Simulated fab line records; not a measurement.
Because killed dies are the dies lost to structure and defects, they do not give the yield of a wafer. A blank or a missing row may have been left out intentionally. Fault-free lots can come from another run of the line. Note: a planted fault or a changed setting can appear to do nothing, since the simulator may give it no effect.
fab line records	flow sfq-line
record lots=5	wafers=27
route steps=325 shown L0@12 M0@29 I1@73 M2@99 I3@133 M4@160 JJ@180 M5@206 M8@325
start-h: hours from the record's opening day to when the first of the lot's shown wafers began	wait-h: hours from the lot's prior step to this one	" the same as in the row above	L1.1+2: one row covering several wafers at once	- either no value or no given start	* or withheld: withheld	< > ~ a bound
route shown NAME@n: names a module that has steps shown in the file, with the first one's number in the route	usual: mean/standard deviation taken from wafers without a fault	same: alike in all rows	chamber/n: place in a boat	sites: readings site by site	_std_site: standard deviation of those values	_edge_site: outer sites' mean less inner sites'	radius-mm: for every site, how far away it sits from the centre of the wafer	mask NAME#n: copy n	behind: tool/chamber where the wafer was last shaped	hold: the reason the lot was held/the length of the hold in hours/how it ended	device: the n, p or np transistor that did not switch	end of line: tests of these same wafers at the route's end	step lacking rows: just its recipe	killed: not the wafer's yield, but the dies lost to structure and defects at the first sort	map: dies across one wafer; x = killed, . = not, _ = none there
set.NAME: the run value of the setting; set.NAME@STEP: its run value at that earlier step	model.NAME: the simulator's own value behind a step, which no gauge read
lots run with intentionally changed settings; tables by step, rows by wafer
## steps
# step SFQ_TRILAYER_L0_BARC_OPEN_METAL_ETCH_010
# recipe mask-material=PR	chemistry=O2	target-depth-nm=125	target=BARC	icp-w=600	bias-w=80	pressure-mtorr=10	time-s=41.7
# usual oes-product-au=0.686/0.0051
lot.wafer	tool	chamber	start-h	wait-h	set.time-s	oes-product-au	model.KrF_of_TRILAYER_L0_LITHO_COAT_005.thk-nm
L074.1	rie-metal-03	1	57.09	0.1	41.7	0.685	521.6
L074.2	"	0	"	"	58.15	0.647	502.7
L074.3	"	1	"	"	41.7	0.688	519.1
L074.4	"	0	"	"	58.15	0.659	500.4
L074.5	"	0	"	"	58.15	0.655	501.6
L074.6	"	1	"	"	41.7	0.683	520
L077.1	rie-metal-04	1	71.49	0.1	41.7	0.682	524
L077.3	"	1	"	"	41.7	0.685	522.1
L077.4	"	1	"	"	41.7	0.693	525.1
L080.1	rie-metal-04	1	93.42	0.1	41.7	0.682	524.5
L080.2	"	0	"	"	57.51	0.656	505.3
L080.3	"	1	"	"	41.7	0.686	525.5
L080.4	"	0	"	"	57.51	0.651	504.9
L080.5	"	0	"	"	41.7	0.685	524.7
L080.6	"	1	"	"	57.51	0.656	505.1
L081.1	rie-metal-04	0	100.62	0.1	41.7	0.688	525
L081.2	"	1	"	"	60.97	0.643	500.6
L081.3	"	0	"	"	41.7	0.693	526
L081.4	"	1	"	"	60.97	0.639	501.6
L081.5	"	1	"	"	41.7	0.681	524
L081.6	"	0	"	"	60.97	0.645	500.1
L085.1	rie-metal-01	1	119.92	0.1	25.68	0.889	544.3
L085.2	"	1	"	"	41.7	0.679	525.7
L085.3	"	1	"	"	25.68	0.872	543.1
L085.4	"	1	"	"	41.7	0.679	523
L085.5	"	1	"	"	41.7	0.686	524.7
L085.6	"	1	"	"	25.68	0.879	543.3
# step SFQ_TRILAYER_M0_DEP_SPUTTER_019
# recipe material=Nb	base-pressure-pa=1.33e-06	chamber-pressure-pa=0.1333	substrate-temp-c=20	resputter-cathode-voltage-v=400	target-thk-nm=200	power-w=2000	time-s=133.3
lot.wafer	tool	chamber	start-h	wait-h	set.time-s	model.Nb_of_TRILAYER_M0_DEP_SPUTTER_019.thk-nm
L074.1+5	pvd-sputter-04	-	109.94	0.0	172.7	258.2
L074.2+3	"	-	"	"	133.3	200.8
L074.4	"	-	"	"	133.3	199.2
L074.6	"	-	"	"	172.7	259.8
L077.1	pvd-sputter-06	-	131.66	0.0	133.3	198.7
L077.3+4	"	-	"	"	133.3	200.5
L080.1	pvd-sputter-05	-	154.80	0.0	158.7	233.9
L080.2	"	-	"	"	133.3	196.3
L080.3	"	-	"	"	133.3	199.7
L080.4	"	-	"	"	158.7	238.8
L080.5	"	-	"	"	133.3	199.8
L080.6	"	-	"	"	158.7	233.1
L081.1	pvd-sputter-04	-	163.20	0.0	133.3	197.8
L081.2	"	-	"	"	133.3	198.9
L081.3	"	-	"	"	133.3	199.7
L081.4	"	-	"	"	191.7	286.2
L081.5	"	-	"	"	191.7	288.4
L081.6	"	-	"	"	191.7	287
L085.1+2	pvd-sputter-04	-	188.21	0.0	165.8	250
L085.3	"	-	"	"	133.3	199.4
L085.4	"	-	"	"	133.3	198.9
L085.5	"	-	"	"	133.3	198
L085.6	"	-	"	"	165.8	247.5
# step SFQ_M0_RS_MEAS_904
# recipe thk-meas-gauge=four-point-probe	reads=Nb_of_TRILAYER_M0_DEP_SPUTTER_019
# usual M0_NB_RS=0.889/0.0096
lot.wafer	tool	chamber	start-h	wait-h	set.time-s@TRILAYER_M0_DEP_SPUTTER_019	M0_NB_RS[ohm/sq]
L074.1	film-metro-04	-	110.03	0.0	172.7	0.685
L074.2	"	-	"	"	133.3	0.884
L074.3	"	-	"	"	133.3	0.886
L074.4	"	-	"	"	133.3	0.894
L074.5	"	-	"	"	172.7	0.686
L074.6	"	-	"	"	172.7	0.684
L077.1	film-metro-01	-	131.75	0.0	133.3	0.895
L077.3	"	-	"	"	133.3	0.886
L077.4	"	-	"	"	133.3	0.886
L080.1	film-metro-01	-	154.89	0.0	158.7	0.757
L080.2	"	-	"	"	133.3	0.906
L080.3	"	-	"	"	133.3	0.890
L080.4	"	-	"	"	158.7	0.743
L080.5	"	-	"	"	133.3	0.889
L080.6	"	-	"	"	158.7	0.762
L081.1	film-metro-01	-	163.29	0.0	133.3	0.901
L081.2	"	-	"	"	133.3	0.896
L081.3	"	-	"	"	133.3	0.890
L081.4	"	-	"	"	191.7	0.620
L081.5	"	-	"	"	191.7	0.615
L081.6	"	-	"	"	191.7	0.618
L085.1	film-metro-02	-	188.31	0.1	165.8	0.711
L085.2	"	-	"	"	165.8	0.710
L085.3	"	-	"	"	133.3	0.893
L085.4	"	-	"	"	133.3	0.893
L085.5	"	-	"	"	133.3	0.900
L085.6	"	-	"	"	165.8	0.716
# step SFQ_TRILAYER_M0_LITHO_COAT_026
# recipe resist=BARC	spin-rpm=3000	resist-thk-nm=62
# step SFQ_TRILAYER_M0_BARC_OPEN_METAL_ETCH_031
# recipe mask-material=PR	chemistry=O2	target-depth-nm=125	target=BARC	icp-w=600	bias-w=77.7	pressure-mtorr=10	time-s=41.7
# step SFQ_TRILAYER_M0_ETCH_METAL_ETCH_024
# recipe target=Nb	stop-on=SiO2	mask-material=PR	chemistry=Cl2/Ar	target-depth-nm=240	icp-w=600	bias-w=80	pressure-mtorr=10	time-s=120
# usual oes-product-au=0.894/0.0065
lot.wafer	tool	chamber	start-h	wait-h	set.time-s@TRILAYER_M0_DEP_SPUTTER_019	oes-product-au
L074.1	rie-metal-02	0	173.24	0.1	172.7	0.985
L074.2	"	0	"	"	133.3	0.886
L074.3	"	0	"	"	133.3	0.889
L074.4	"	0	"	"	133.3	0.891
L074.5	"	0	"	"	172.7	0.996
L074.6	"	0	"	"	172.7	0.989
L077.1	rie-metal-02	1	198.18	0.0	133.3	0.894
L077.3	"	1	"	"	133.3	0.899
L077.4	"	0	"	"	133.3	0.894
L080.1	rie-metal-01	0	223.38	0.0	158.7	0.979
L080.2	"	1	"	"	133.3	0.881
L080.3	"	1	"	"	133.3	0.896
L080.4	"	0	"	"	158.7	0.980
L080.5	"	0	"	"	133.3	0.892
L080.6	"	1	"	"	158.7	0.981
L081.1	rie-metal-02	1	232.98	0.0	133.3	0.893
L081.2	"	0	"	"	133.3	0.884
L081.3	"	1	"	"	133.3	0.894
L081.4	"	0	"	"	191.7	0.989
L081.5	"	0	"	"	191.7	1.001
L081.6	"	1	"	"	191.7	0.999
L085.1	rie-metal-02	0	268.55	0.1	165.8	0.999
L085.2	"	1	"	"	165.8	0.988
L085.3	"	0	"	"	133.3	0.896
L085.4	"	1	"	"	133.3	0.887
L085.5	"	1	"	"	133.3	0.888
L085.6	"	0	"	"	165.8	1.004
# step SFQ_TRILAYER_I1_DEP_PECVD_045
# recipe material=SiO2	temp-c=150	time-s=111.11	pressure-torr=2.4	rf-w=183.3	precursor=SiH4/N2O	target-thk-nm=500
lot.wafer	tool	chamber	start-h	wait-h	set.time-s	model.SiO2_of_TRILAYER_I1_DEP_PECVD_045.thk-nm
L074.1	pecvd-03	2	277.93	0.0	92.81	417.4
L074.2	"	0	"	"	92.81	417.2
L074.3	"	1	"	"	111.11	505.8
L074.4	"	1	"	"	111.11	510.2
L074.5	"	2	"	"	111.11	508.2
L074.6	"	0	"	"	92.81	424.5
L077.1	pecvd-02	1	308.35	0.0	111.11	493.7
L077.3	"	2	"	"	111.11	500
L077.4	"	0	"	"	111.11	503.3
L080.1	pecvd-02	2	332.35	0.0	111.11	495.2
L080.2	"	0	"	"	111.11	494.7
L080.3	"	1	"	"	111.11	491.6
L080.4	"	1	"	"	111.11	501.2
L080.5	"	0	"	"	111.11	499.4
L080.6	"	2	"	"	111.11	501.6
L081.1	pecvd-04	1	338.35	0.0	170.9	769.8
L081.2	"	0	"	"	111.11	498.7
L081.3	"	2	"	"	170.9	753.3
L081.4	"	1	"	"	170.9	780.4
L081.5	"	2	"	"	111.11	499.9
L081.6	"	0	"	"	111.11	507.8
L085.1	pecvd-02	1	374.70	0.0	111.11	494.9
L085.2	"	0	"	"	49.99	226.8
L085.3	"	2	"	"	111.11	496.6
L085.4	"	0	"	"	111.11	504.2
L085.5	"	1	"	"	49.99	228.3
L085.6	"	2	"	"	49.99	228
# step SFQ_TRILAYER_I1_CMP_CMP_046
# recipe material=SiO2	down-force-psi=3	platen-rpm=60	pad-velocity-m-s=0.94248
# usual time-to-endpoint-s=217/7.5
lot.wafer	tool	chamber	start-h	wait-h	set.time-s@TRILAYER_I1_DEP_PECVD_045	time-to-endpoint-s
L074.3	cmp-02	3	279.19	1.2	111.11	219
L074.2	"	0	"	"	92.81	157
L074.1	"	1	"	"	92.81	154
L074.4	"	2	"	"	111.11	233
L074.5	"	3	"	"	111.11	224
L074.6	"	0	"	"	92.81	160
L077.1	cmp-02	2	309.19	0.8	111.11	225
L077.4	"	0	310.19	1.8	111.11	217
L077.3	"	1	"	"	111.11	214
L080.1	cmp-01	1	332.43	0.0	111.11	214
L080.2	"	2	"	"	111.11	216
L080.4	"	3	"	"	111.11	216
L080.3	"	0	"	"	111.11	204
L080.5	"	1	"	"	111.11	217
L080.6	"	2	"	"	111.11	223
L081.3	cmp-01	2	338.43	0.0	170.9	394
L081.4	"	3	"	"	170.9	403
L081.2	"	0	"	"	111.11	207
L081.1	"	1	"	"	170.9	406
L081.5	"	2	"	"	111.11	218
L081.6	"	3	"	"	111.11	215
L085.2	cmp-01	3	377.18	2.4	49.99	20
L085.3	"	0	"	"	111.11	210
L085.4	"	1	"	"	111.11	221
L085.1	"	2	"	"	111.11	221
L085.5	"	3	"	"	49.99	19
L085.6	"	0	"	"	49.99	18
# step SFQ_TRILAYER_M2_BARC_OPEN_METAL_ETCH_077
# recipe mask-material=PR	chemistry=O2	target-depth-nm=125	target=BARC	icp-w=600	bias-w=80	pressure-mtorr=10	time-s=41.7
# usual oes-product-au=0.686/0.0047
lot.wafer	tool	chamber	start-h	wait-h	set.time-s	oes-product-au	model.KrF_of_TRILAYER_M2_LITHO_COAT_057.thk-nm
L074.1	rie-metal-04	1	382.14	0.0	17.04	0.983	553.5
L074.2	"	0	"	"	17.04	0.990	553.7
L074.3	"	0	"	"	17.04	0.984	554.8
L074.4	"	1	"	"	41.7	0.689	525.7
L074.5	"	0	"	"	41.7	0.693	522.3
L074.6	"	1	"	"	41.7	0.681	524.4
L077.1	rie-metal-02	1	420.44	0.0	41.7	0.682	522.7
L077.3	"	1	"	"	41.7	0.678	524.6
L077.4	"	0	"	"	41.7	0.685	522.5
L080.1	rie-metal-02	1	443.24	0.0	58.65	0.645	507.9
L080.2	"	0	"	"	58.65	0.653	505.7
L080.3	"	0	"	"	41.7	0.691	527.9
L080.4	"	1	"	"	41.7	0.692	527.1
L080.5	"	0	"	"	41.7	0.690	527.4
L080.6	"	1	"	"	58.65	0.643	507.5
L081.1	rie-metal-04	0	449.31	0.0	41.7	0.685	520.9
L081.2	"	1	"	"	41.7	0.678	521.1
L081.3	"	0	"	"	50.72	0.657	509.2
L081.4	"	1	"	"	50.72	0.660	511.7
L081.5	"	0	"	"	50.72	0.663	510
L081.6	"	1	"	"	41.7	0.683	521.7
L085.1	rie-metal-01	1	488.84	0.0	41.7	0.687	518.4
L085.2	"	0	"	"	41.7	0.688	520.9
L085.3	"	0	"	"	41.7	0.681	522.4
L085.4	"	1	"	"	41.7	0.676	516.9
L085.5	"	1	"	"	41.7	0.691	521.2
L085.6	"	0	"	"	41.7	0.690	520.7
# step SFQ_TRILAYER_M2_ETCH_METAL_ETCH_060
# recipe target=Nb	stop-on=SiO2	mask-material=PR	chemistry=Cl2/Ar	target-depth-nm=240	icp-w=600	bias-w=80	pressure-mtorr=10	time-s=120
lot.wafer	tool	chamber	start-h	wait-h	set.time-s@TRILAYER_M2_BARC_OPEN_METAL_ETCH_077	model.KrF_of_TRILAYER_M2_LITHO_COAT_057.thk-nm
L074.1	rie-metal-04	1	382.20	0.0	17.04	415.8
L074.2	"	0	"	"	17.04	414.6
L074.3	"	0	"	"	17.04	416.4
L074.4	"	1	"	"	41.7	388.2
L074.5	"	0	"	"	41.7	383.4
L074.6	"	1	"	"	41.7	386.2
L077.1	rie-metal-02	1	420.50	0.0	41.7	383
L077.3	"	1	"	"	41.7	385.2
L077.4	"	0	"	"	41.7	383.1
L080.1	rie-metal-02	1	443.30	0.0	58.65	369.9
L080.2	"	0	"	"	58.65	363.9
L080.3	"	0	"	"	41.7	384.5
L080.4	"	1	"	"	41.7	389.2
L080.5	"	0	"	"	41.7	385.5
L080.6	"	1	"	"	58.65	368.1
L081.1	rie-metal-04	0	449.37	0.0	41.7	381.1
L081.2	"	1	"	"	41.7	382.9
L081.3	"	0	"	"	50.72	371.2
L081.4	"	1	"	"	50.72	374
L081.5	"	0	"	"	50.72	371.4
L081.6	"	1	"	"	41.7	382.2
L085.1	rie-metal-01	1	488.90	0.0	41.7	373.6
L085.2	"	0	"	"	41.7	382.4
L085.3	"	0	"	"	41.7	382.8
L085.4	"	1	"	"	41.7	373.1
L085.5	"	1	"	"	41.7	376.9
L085.6	"	0	"	"	41.7	381.6
# step SFQ_TRILAYER_I3_DEP_PECVD_081
# recipe material=SiO2	temp-c=150	time-s=111.11	pressure-torr=2.4	rf-w=183.3	precursor=SiH4/N2O	target-thk-nm=500
lot.wafer	tool	chamber	start-h	wait-h	set.time-s	model.SiO2_of_TRILAYER_I3_DEP_PECVD_081.thk-nm
L074.1	pecvd-04	1	563.55	0.0	111.11	497.7
L074.2	"	0	"	"	132.3	591
L074.3	"	2	"	"	132.3	580.6
L074.4	"	2	"	"	111.11	494.7
L074.5	"	1	"	"	111.11	503.1
L074.6	"	0	"	"	132.3	599.9
L077.1	pecvd-04	0	621.06	0.0	111.11	496.8
L077.3	"	1	"	"	111.11	506.1
L077.4	"	0	"	"	111.11	499.9
L080.1	pecvd-04	2	642.66	0.0	174.7	781.7
L080.2	"	0	"	"	111.11	497.6
L080.3	"	1	"	"	174.7	783.3
L080.4	"	1	"	"	111.11	513.2
L080.5	"	2	"	"	111.11	505.6
L080.6	"	0	"	"	174.7	791.9
L081.1	pecvd-02	1	652.55	0.0	111.11	505.6
L081.2	"	2	"	"	111.11	506.2
L081.3	"	0	"	"	111.11	508.5
L081.4	"	1	"	"	111.11	514.5
L081.5	"	2	"	"	111.11	508.7
L081.6	"	0	"	"	111.11	514.3
L085.1	pecvd-04	0	687.17	0.0	111.11	490.1
L085.2	"	1	"	"	111.11	494.8
L085.3	"	2	"	"	111.11	495.5
L085.4	"	1	"	"	111.11	512.3
L085.5	"	0	"	"	111.11	498.8
L085.6	"	2	"	"	111.11	497.1
# step SFQ_TRILAYER_I3_CMP_CMP_082
# recipe material=SiO2	down-force-psi=3	platen-rpm=60	pad-velocity-m-s=0.94248
# usual time-to-endpoint-s=218/7.6
lot.wafer	tool	chamber	start-h	wait-h	set.time-s@TRILAYER_I3_DEP_PECVD_081	time-to-endpoint-s
L074.4	cmp-02	0	568.87	5.2	111.11	203
L074.2	"	1	"	"	132.3	268
L074.1	"	2	"	"	111.11	221
L074.3	"	3	"	"	132.3	264
L074.6	"	0	"	"	132.3	275
L074.5	"	1	"	"	111.11	211
L077.4	cmp-02	2	626.68	5.5	111.11	224
L077.3	"	3	"	"	111.11	221
L077.1	"	1	628.18	7.1	111.11	207
L080.3	cmp-02	2	650.68	8.0	174.7	447
L080.2	"	3	"	"	111.11	220
L080.1	"	0	"	"	174.7	413
L080.4	"	1	"	"	111.11	220
L080.5	"	2	"	"	111.11	236
L080.6	"	3	"	"	174.7	423
L081.2	cmp-02	2	659.88	7.3	111.11	226
L081.3	"	3	"	"	111.11	213
L081.4	"	0	"	"	111.11	217
L081.1	"	1	"	"	111.11	214
L081.6	"	2	"	"	111.11	228
L081.5	"	3	"	"	111.11	216
L085.4	cmp-01	0	687.25	0.0	111.11	222
L085.2	"	1	"	"	111.11	214
L085.1	"	2	"	"	111.11	219
L085.3	"	3	"	"	111.11	211
L085.5	"	0	"	"	111.11	212
L085.6	"	1	"	"	111.11	221
# step SFQ_TRILAYER_M4_ETCH_METAL_ETCH_096
# recipe target=Nb	stop-on=SiO2	mask-material=PR	chemistry=Cl2/Ar	target-depth-nm=240	icp-w=600	bias-w=80	pressure-mtorr=10	time-s=120
# usual oes-product-au=0.897/0.01
lot.wafer	tool	chamber	start-h	wait-h	set.time-s	oes-product-au	model.KrF_of_TRILAYER_M4_LITHO_COAT_093.thk-nm	model.SiO2_of_TRILAYER_I3_DEP_PECVD_081.thk-nm	model.M4.feature-depth-nm
L074.1	rie-metal-01	1	793.87	0.0	120	0.905	380.9	193.7	203.7
L074.2	"	0	"	"	120	0.899	382.7	191.8	202.1
L074.3	"	1	"	"	120	0.905	380.4	193.1	203.4
L074.4	"	0	"	"	120	0.900	385.3	191.8	201.5
L074.5	"	1	"	"	120	0.902	380.6	191.4	203.5
L074.6	"	0	"	"	120	0.912	385.6	191.6	205.4
L077.1	rie-metal-02	1	828.77	0.0	120	0.899	384.8	191.2	201.9
L077.3	"	1	"	"	120	0.895	383.1	192.2	201.4
L077.4	"	0	"	"	120	0.904	382.1	194	204.2
L080.1	rie-metal-02	1	850.37	0.0	120	0.906	385.2	192.2	202.5
L080.2	"	0	"	"	157.4	0.882	339	185	210.4
L080.3	"	0	"	"	157.4	0.884	338.1	186.1	213.5
L080.4	"	1	"	"	157.4	0.884	340.3	184.7	213.3
L080.5	"	0	"	"	120	0.910	385.1	194.2	205.5
L080.6	"	1	"	"	120	0.908	382.7	192.7	203.9
L081.1	rie-metal-02	1	860.19	0.0	120	0.904	383.4	193.4	205.4
L081.2	"	0	"	"	190.9	0.856	300.3	181.1	216.7
L081.3	"	0	"	"	190.9	0.874	299.6	179.2	220
L081.4	"	1	"	"	190.9	0.874	300.5	178.4	216.5
L081.5	"	0	"	"	120	0.904	383.3	192	202.9
L081.6	"	1	"	"	120	0.907	383.1	194.3	205.9
L085.1	rie-metal-01	0	870.99	0.0	120	0.897	388.1	193.6	200.4
L085.2	"	1	"	"	120	0.884	380.9	193.6	196.1
L085.3	"	0	"	"	120	0.880	386	192.9	197.1
L085.4	"	1	"	"	120	0.904	381	190.1	200.3
L085.5	"	1	"	"	120	0.876	382.1	189.9	195.7
L085.6	"	0	"	"	120	0.898	386.1	192.2	199.7
# step SFQ_TRILAYER_JJ_TRILAYER_DEP_SPUTTER_110
# recipe material=Al	base-pressure-pa=1.33e-06	target-thk-nm=8	power-w=500	time-s=10	chamber-pressure-pa=0.4
lot.wafer	tool	chamber	start-h	wait-h	set.time-s	model.Al_of_TRILAYER_JJ_TRILAYER_DEP_SPUTTER_110.thk-nm
L074.1	pvd-sputter-04	-	904.36	0.0	10	8.103
L074.2	"	-	"	"	10	8.288
L074.3	"	-	"	"	5.825	4.695
L074.4	"	-	"	"	10	8.089
L074.5	"	-	"	"	5.825	4.69
L074.6	"	-	"	"	5.825	4.572
L077.1	pvd-sputter-06	-	921.91	0.0	10	8.087
L077.3	"	-	"	"	10	8.061
L077.4	"	-	"	"	10	8.184
L080.1	pvd-sputter-04	-	939.91	0.0	10	8.057
L080.2	"	-	"	"	10	7.87
L080.3	"	-	"	"	10	7.784
L080.4	"	-	"	"	4.668	3.601
L080.5	"	-	"	"	4.668	3.673
L080.6	"	-	"	"	4.668	3.65
L081.1	pvd-sputter-04	-	950.28	0.0	10	8.034
L081.2	"	-	"	"	10	8.099
L081.3	"	-	"	"	7.76	6.232
L081.4	"	-	"	"	7.76	6.136
L081.5	"	-	"	"	10	7.937
L081.6	"	-	"	"	7.76	6.315
L085.1	pvd-sputter-04	-	962.46	0.0	14.49	11.53
L085.2	"	-	"	"	10	8.161
L085.3	"	-	"	"	10	8.072
L085.4	"	-	"	"	14.49	11.72
L085.5	"	-	"	"	10	8.188
L085.6	"	-	"	"	14.49	11.69
# step SFQ_TRILAYER_M5_ETCH_METAL_ETCH_126
# recipe target=Nb	stop-on=SiO2	mask-material=PR	over-etch-frac=0.15	time-s=203.2	chemistry=Cl2/BCl3	target-depth-nm=265	icp-w=600	bias-w=80	pressure-mtorr=10
# usual oes-product-au=0.728/0.0064
lot.wafer	tool	chamber	start-h	wait-h	set.time-s	oes-product-au	model.KrF_of_TRILAYER_M5_LITHO_COAT_123.thk-nm	model.SiO2_of_TRILAYER_I4_DEP_PECVD_099.thk-nm
L074.1	rie-metal-02	1	1029.64	0.0	120	0.970	436.5	186.9
L074.2	"	0	"	"	120	0.968	435.4	185.1
L074.3	"	1	"	"	203.2	0.716	375.5	182.3
L074.4	"	0	"	"	203.2	0.736	373.4	180
L074.5	"	0	"	"	120	0.974	435.9	186.6
L074.6	"	1	"	"	203.2	0.719	376.8	181.6
L077.1	rie-metal-02	1	1045.24	0.0	203.2	0.738	375.5	181.3
L077.3	"	1	"	"	203.2	0.716	372.8	179.1
L077.4	"	0	"	"	203.2	0.728	372.2	179.2
L080.1	rie-metal-04	0	1062.04	0.0	203.2	0.732	374	179.6
L080.2	"	1	"	"	133.5	0.919	425	185.1
L080.3	"	1	"	"	133.5	0.902	425.6	185.7
L080.4	"	0	"	"	203.2	0.730	375.8	181.4
L080.5	"	1	"	"	133.5	0.908	426.9	186.1
L080.6	"	0	"	"	203.2	0.734	374.6	181.8
L081.1	rie-metal-04	1	1070.44	0.0	203.2	0.732	375.4	179.3
L081.2	"	0	"	"	277.7	0.721	319.2	168.1
L081.3	"	0	"	"	277.7	0.712	318.3	171.3
L081.4	"	1	"	"	203.2	0.727	374.3	179.2
L081.5	"	1	"	"	277.7	0.717	319.8	169.1
L081.6	"	0	"	"	203.2	0.720	373.3	178.5
L085.1	rie-metal-04	1	1086.04	0.0	203.2	0.724	375.1	182.1
L085.2	"	0	"	"	113.1	0.984	440	185.7
L085.3	"	1	"	"	203.2	0.724	376.4	181.5
L085.4	"	0	"	"	113.1	0.988	442	185.8
L085.5	"	1	"	"	203.2	0.727	375.1	179.8
L085.6	"	0	"	"	113.1	0.985	442.3	186.2
# step SFQ_M8_BOW_MEAS_951
# recipe mode=bow
# usual M8_BOW=4/11
lot.wafer	tool	chamber	start-h	wait-h	set.time-s@TRILAYER_M0_DEP_SPUTTER_019	M8_BOW[um]	model.etest.m0.ohm-sq
L074.1	film-metro-04	-	1709.43	0.0	172.7	-3	0.6882
L074.2	"	-	"	"	133.3	5	0.8851
L074.3	"	-	"	"	133.3	9	0.8852
L074.4	"	-	"	"	133.3	1	0.8922
L074.5	"	-	"	"	172.7	-3	0.6883
L074.6	"	-	"	"	172.7	-2	0.6841
L077.1	film-metro-04	-	1820.21	0.0	133.3	0	0.8945
L077.3	"	-	"	"	133.3	7	0.8862
L077.4	"	-	"	"	133.3	-7	0.8865
L080.1	film-metro-04	-	1831.06	0.0	158.7	15	0.7599
L080.2	"	-	"	"	133.3	6	0.9053
L080.3	"	-	"	"	133.3	19	0.89
L080.4	"	-	"	"	158.7	25	0.7441
L080.5	"	-	"	"	133.3	11	0.8895
L080.6	"	-	"	"	158.7	4	0.7623
L081.1	film-metro-04	-	1834.73	0.0	133.3	18	0.8985
L081.2	"	-	"	"	133.3	12	0.8937
L081.3	"	-	"	"	133.3	12	0.8898
L081.4	"	-	"	"	191.7	11	0.621
L081.5	"	-	"	"	191.7	15	0.6162
L081.6	"	-	"	"	191.7	20	0.6193
L085.1	film-metro-04	-	1846.73	0.0	165.8	-9	0.7108
L085.2	"	-	"	"	165.8	-10	0.7108
L085.3	"	-	"	"	133.3	-10	0.8913
L085.4	"	-	"	"	133.3	-15	0.8933
L085.5	"	-	"	"	133.3	-25	0.8975
L085.6	"	-	"	"	165.8	-19	0.7179
## key
split step=SFQ_TRILAYER_L0_BARC_OPEN_METAL_ETCH_010	setting=time-s	stated=41.7	by=wafer
response step=SFQ_TRILAYER_L0_BARC_OPEN_METAL_ETCH_010	reading=oes-product-au	shape=bent	at-lowest=0.880	at-stated=0.685	at-highest=0.642
response step=SFQ_TRILAYER_L0_BARC_OPEN_METAL_ETCH_010	reading=model.KrF_of_TRILAYER_L0_LITHO_COAT_005.thk-nm	change=-0.506	per=1%	r=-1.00
split step=SFQ_TRILAYER_M0_DEP_SPUTTER_019	setting=time-s	stated=133.3	by=wafer
response step=SFQ_TRILAYER_M0_DEP_SPUTTER_019	reading=model.Nb_of_TRILAYER_M0_DEP_SPUTTER_019.thk-nm	change=+2.01	per=1%	r=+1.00
response step=SFQ_M0_RS_MEAS_904	reading=M0_NB_RS	change=-0.00675	per=1%	r=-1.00
response step=SFQ_TRILAYER_M0_ETCH_METAL_ETCH_024	reading=oes-product-au	change=+0.0032	per=1%	r=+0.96
response step=SFQ_M8_BOW_MEAS_951	reading=model.etest.m0.ohm-sq	change=-0.00668	per=1%	r=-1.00
split step=SFQ_TRILAYER_I1_DEP_PECVD_045	setting=time-s	stated=111.11	by=wafer
response step=SFQ_TRILAYER_I1_DEP_PECVD_045	reading=model.SiO2_of_TRILAYER_I1_DEP_PECVD_045.thk-nm	change=+4.95	per=1%	r=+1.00
response step=SFQ_TRILAYER_I1_CMP_CMP_046	reading=time-to-endpoint-s	change=*	per=1%	r=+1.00
split step=SFQ_TRILAYER_M2_BARC_OPEN_METAL_ETCH_077	setting=time-s	stated=41.7	by=wafer
response step=SFQ_TRILAYER_M2_BARC_OPEN_METAL_ETCH_077	reading=oes-product-au	change=-0.00354	per=1%	r=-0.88
response step=SFQ_TRILAYER_M2_BARC_OPEN_METAL_ETCH_077	reading=model.KrF_of_TRILAYER_M2_LITHO_COAT_057.thk-nm	change=-0.504	per=1%	r=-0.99
response step=SFQ_TRILAYER_M2_ETCH_METAL_ETCH_060	reading=model.KrF_of_TRILAYER_M2_LITHO_COAT_057.thk-nm	change=-0.488	per=1%	r=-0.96
split step=SFQ_TRILAYER_I3_DEP_PECVD_081	setting=time-s	stated=111.11	by=wafer
response step=SFQ_TRILAYER_I3_DEP_PECVD_081	reading=model.SiO2_of_TRILAYER_I3_DEP_PECVD_081.thk-nm	change=+4.89	per=1%	r=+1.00
response step=SFQ_TRILAYER_I3_CMP_CMP_082	reading=time-to-endpoint-s	change=*	per=1%	r=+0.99
split step=SFQ_TRILAYER_M4_ETCH_METAL_ETCH_096	setting=time-s	stated=120	by=wafer
response step=SFQ_TRILAYER_M4_ETCH_METAL_ETCH_096	reading=oes-product-au	change=-0.000663	per=1%	r=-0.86
response step=SFQ_TRILAYER_M4_ETCH_METAL_ETCH_096	reading=model.KrF_of_TRILAYER_M4_LITHO_COAT_093.thk-nm	change=-1.42	per=1%	r=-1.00
response step=SFQ_TRILAYER_M4_ETCH_METAL_ETCH_096	reading=model.SiO2_of_TRILAYER_I3_DEP_PECVD_081.thk-nm	change=-0.235	per=1%	r=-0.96
response step=SFQ_TRILAYER_M4_ETCH_METAL_ETCH_096	reading=model.M4.feature-depth-nm	change=+0.231	per=1%	r=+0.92
split step=SFQ_TRILAYER_JJ_TRILAYER_DEP_SPUTTER_110	setting=time-s	stated=10	by=wafer
response step=SFQ_TRILAYER_JJ_TRILAYER_DEP_SPUTTER_110	reading=model.Al_of_TRILAYER_JJ_TRILAYER_DEP_SPUTTER_110.thk-nm	change=+0.0804	per=1%	r=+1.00
split step=SFQ_TRILAYER_M5_ETCH_METAL_ETCH_126	setting=time-s	stated=203.2	by=wafer
response step=SFQ_TRILAYER_M5_ETCH_METAL_ETCH_126	reading=oes-product-au	shape=bent	at-lowest=0.986	at-stated=0.727	at-highest=0.717
response step=SFQ_TRILAYER_M5_ETCH_METAL_ETCH_126	reading=model.KrF_of_TRILAYER_M5_LITHO_COAT_123.thk-nm	change=-1.49	per=1%	r=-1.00
response step=SFQ_TRILAYER_M5_ETCH_METAL_ETCH_126	reading=model.SiO2_of_TRILAYER_I4_DEP_PECVD_099.thk-nm	change=-0.15	per=1%	r=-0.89
